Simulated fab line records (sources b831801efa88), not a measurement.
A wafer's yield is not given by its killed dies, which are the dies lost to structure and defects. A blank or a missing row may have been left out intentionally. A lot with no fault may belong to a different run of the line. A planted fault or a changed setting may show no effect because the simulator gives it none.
A lot that was struck, set against a sound lot | flow sky130 | 14 out of 708 route steps
Sound: these wafers, L946.1, L946.4, L946.6. Struck: wafers L942.2, L942.3, L942.6. At the end, the cause is stated.
Per side, at each step with rows, come the tool, then ch with its chambers, and then its first start. Under that, the readings that differ: sound wafers | struck wafers | difference of the means | sigmas: that difference in standard deviations of wafers without a fault.
alike: a reading whose means differ by less than 2 such deviations, as well as words and numbers matching on both sides. not compared: withheld readings; readings where some wafer has no value; bounds like >300 that might hide an equal value; numbers whose values overlap and for which the record gives no deviation.
A row with sigmas, a row that says differs or no value, or rows on one side alone: a step with any of these is where the two part. Non-overlapping numbers with no deviation appear without sigmas and do not part them. A reading missing from all wafers of one side parts the sides only when that side holds two or more wafers.

first, 4 steps without rows for these wafers: SKY_VT_ADJUST_LVTN_SOFTBAKE_14 (time 60 s); SKY_VT_ADJUST_LVTN_EXPOSE_15 (exposes mask HVN STD DERIVED, target cd 600 nm); SKY_VT_ADJUST_LVTN_PEB_16; SKY_VT_ADJUST_LVTN_DEVELOP_17 (develop time 60 s).
SKY_VT_ADJUST_LVTN_OVL_MEAS_18:
  sound on overlay-02, day 13 11:24; struck on overlay-02, day 12 07:44
  alike: VT_ADJUST_LVTN_01_OVL
then, 1 step without rows for these wafers: SKY_VT_ADJUST_LVTN_IMPLANT_19.
SKY_VT_ADJUST_LVTN_STRIP_20: strips in O2/N2.
  sound on plasma_asher-03 ch 1, day 13 11:35; struck on plasma_asher-04 ch 0,1, day 12 07:55
  alike: drypump_motor_current_A, oes_product_au, strip_time_to_endpoint_s
  not compared: rf_hours_counter_h
SKY_VT_ADJUST_LVTN_TW_MEAS_21:
  sound on film_metro-02, day 13 11:41; struck on film_metro-04, day 12 08:01
  alike: VT_ADJUST_LVTN_2_TW
then, 4 steps without rows for these wafers: SKY_VT_ADJUST_NCORE_DEHYDRATE_00 (time 60 s); SKY_VT_ADJUST_NCORE_HMDS_01 (prime time 60 s); SKY_VT_ADJUST_NCORE_COAT_02 (resist thk 1140 nm); SKY_VT_ADJUST_NCORE_SOFTBAKE_03 (time 60 s).
SKY_VT_ADJUST_NCORE_EXPOSE_04: exposes mask LVTN COMPLEMENT THIN, target cd 380 nm.
  struck on iline_stepper-01, day 12 20:18; sound on iline_stepper-02 ch 0, day 14 00:19
  no value came back on the struck wafers for exposure_dose_mJ_cm2, focus_offset_nm (nm); on the sound wafers exposure_dose_mJ_cm2 reads 138.91 139.12 138.95
  alike: mask
then, 1 step without rows for these wafers: SKY_VT_ADJUST_NCORE_PEB_05.

## WHERE THEY PART
At SKY_VT_ADJUST_NCORE_EXPOSE_04 and nowhere else, as far as this record goes.

WHY: whatever the simulator had introduced
Beginning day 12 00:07, the whole step at SKY_VT_ADJUST_NCORE_EXPOSE_04 was skipped on iline_stepper-01. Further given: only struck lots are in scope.
